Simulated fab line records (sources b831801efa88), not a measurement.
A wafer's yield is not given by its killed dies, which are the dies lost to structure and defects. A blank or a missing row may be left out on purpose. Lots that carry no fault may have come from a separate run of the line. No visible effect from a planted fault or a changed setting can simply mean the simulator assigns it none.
One fault seen from 2 desks -- flow gf180mcu -- numbers are kept per desk, each desk with only its own; the story behind them comes last

## METROLOGY DESK
What the gauges read for every lot (on any tool): the sampled wafers with a number, averaged. The brackets show how far a lot's mean lies from the usual mean; more than 4 standard deviations puts the lot out of limits, marked OUT.
Columns: A = VT_IMPLANT_2_TW at GF_VT_IMPLANT_TW_MEAS_21, usual 1218
lot,first seen here,A
L815,day 6 12:58,1215
L816,day 6 23:28,1213
L817,day 7 08:11,1231
L818,day 7 10:38,1229
L825,day 9 06:56,1159 (-8.1) OUT
L826,day 9 15:26,1217
L827,day 9 20:20,1158 (-8.4) OUT
L828,day 10 03:14,1219
L830,day 10 16:08,1217
L832,day 11 02:41,1224
L835,day 11 22:11,1214
L837,day 12 11:24,1230
This desk reports L825, L827 out of limits; the earliest was L825 at day 9 06:56 (VT_IMPLANT_2_TW at GF_VT_IMPLANT_TW_MEAS_21). L815, L816, L817, L818, L826, L828, L830, L832, L835, L837: within limits.

## DESK OF THE TOOL OWNER: implanter-01
The tool's own readings at GF_VT_IMPLANT_IMPLANT_19: means of the sampled wafers that have a number, for each lot that ran on this tool. The brackets show how far a lot's mean lies from the usual mean; more than 4 standard deviations puts the lot out of limits, marked OUT.
Columns: A = beam energy keV at GF_VT_IMPLANT_IMPLANT_19, usual 99.988; B = beam on s at GF_VT_IMPLANT_IMPLANT_19, usual 10.03 s; C = dose ions cm2 at GF_VT_IMPLANT_IMPLANT_19, usual 4.35e+12; D = end station pressure torr at GF_VT_IMPLANT_IMPLANT_19, usual 4.98e-06 Torr; E = faraday current uA at GF_VT_IMPLANT_IMPLANT_19, usual 24.4
lot,first seen here,A,B,C,D,E
L816,day 6 23:13,99.989,9.97,4.35e+12,5.15e-06,24.6
L817,day 7 07:56,99.989,9.98,4.35e+12,4.77e-06,24.6
L825,day 9 06:42,99.985,8.65 (-6.3) OUT,4.35e+12,5.01e-06,28.3 (+7.4) OUT
L827,day 9 20:07,100.006,8.46 (-7.1) OUT,4.35e+12,5.15e-06,29.0 (+8.7) OUT
Finding of this desk: L825, L827 out of limits; the first was L825 at day 9 06:42, on beam on s at GF_VT_IMPLANT_IMPLANT_19. L816, L817: within limits.

## ALL TOGETHER
The tool owner's desk could have raised an alarm at day 9 06:42, on L825, L827.
An alarm was possible from the metrology desk at day 9 06:56, on L825, L827.
Of the lots named, all ran GF_VT_IMPLANT_IMPLANT_19 on implanter-01.

## WHAT HAD BEEN PUT IN BY THE SIMULATOR
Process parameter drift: implanter-01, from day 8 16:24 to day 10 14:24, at GF_VT_IMPLANT_IMPLANT_19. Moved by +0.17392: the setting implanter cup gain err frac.
Lots struck among those shown: L825, L827.
Delay (hours) between the fault's onset and each desk's first out-of-limits reading: 14 at the tool owner's desk, 15 at the metrology desk.
